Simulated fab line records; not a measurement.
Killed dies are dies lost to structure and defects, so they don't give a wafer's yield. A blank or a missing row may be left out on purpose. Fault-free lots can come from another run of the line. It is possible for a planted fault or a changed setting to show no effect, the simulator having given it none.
2 desks, one fault ; flow sky130 ; only its own numbers are on each desk; what lay behind them is given at the end

DESK OF THE TOOL OWNER: implanter-03
SKY_SONOS_TUNNEL_IMPLANT_09, tool's own readings: per-lot mean of the sampled wafers with a number, covering each lot this tool ran. A lot is out of limits, marked OUT, if its mean lies more than 4 standard deviations from the usual mean; the brackets give that distance.
Columns: A = beam_energy_keV at SKY_SONOS_TUNNEL_IMPLANT_09, usual 20.001
lot;first seen here;A
L561;day 13 22:25;22.510 (+99 or more) OUT
L563;day 14 10:50;22.523 (+99 or more) OUT
L564;day 14 20:58;22.518 (+99 or more) OUT
L572;day 17 13:34;20.004
This desk finds L561, L563, L564 out of limits, L561 being first, at day 13 22:25 (beam_energy_keV at SKY_SONOS_TUNNEL_IMPLANT_09). Within limits: L572.

THE METROLOGY DESK
What the gauges read for every lot (on any tool): the sampled wafers with a number, averaged. A lot is out of limits, marked OUT, if its mean lies more than 4 standard deviations from the usual mean; the brackets give that distance.
Columns: A = VT_ADJUST_PCH_TW at SKY_VT_ADJUST_PCH_TW_MEAS_10, usual 141.9; B = cd_nm at SKY_SONOS_TUNNEL_CD_MEAS_07, usual 410.1 nm; C = SONOS_TUNNEL_OVL at SKY_SONOS_TUNNEL_OVL_MEAS_08, usual 0.4 nm
lot;first seen here;A;B;C
L554;day 10 13:55;142.8;410.6;0.1
L561;day 12 21:15;141.8;410.5;1.9
L563;day 13 08:55;143.7;408.8;1.2
L564;day 13 18:12;143.1;412.9;-1.2
L571;day 16 04:12;144.8;409.8;-0.8
L572;day 16 09:07;144.3;408.0;0.6
L574;day 17 02:28;139.9;408.6;1.9
Result from this desk: across the 7 lots, nothing is out of limits.

PUT TOGETHER
The tool owner's desk could have raised an alarm at day 13 22:25, on L561, L563, L564.
From the metrology desk's view, nothing was out of limits.
The metrology desk holds a record of L561, L563, L564, inside its limits.
Of the lots named, all ran SKY_SONOS_TUNNEL_IMPLANT_09 on implanter-03.

WHAT WAS PUT IN BY THE SIMULATOR
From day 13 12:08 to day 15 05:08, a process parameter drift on implanter-03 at SKY_SONOS_TUNNEL_IMPLANT_09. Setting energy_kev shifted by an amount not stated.
Lots struck among those shown: L561, L563, L564.
Delay in hours, fault start to first out-of-limits reading, by desk: the tool owner's desk at 10.
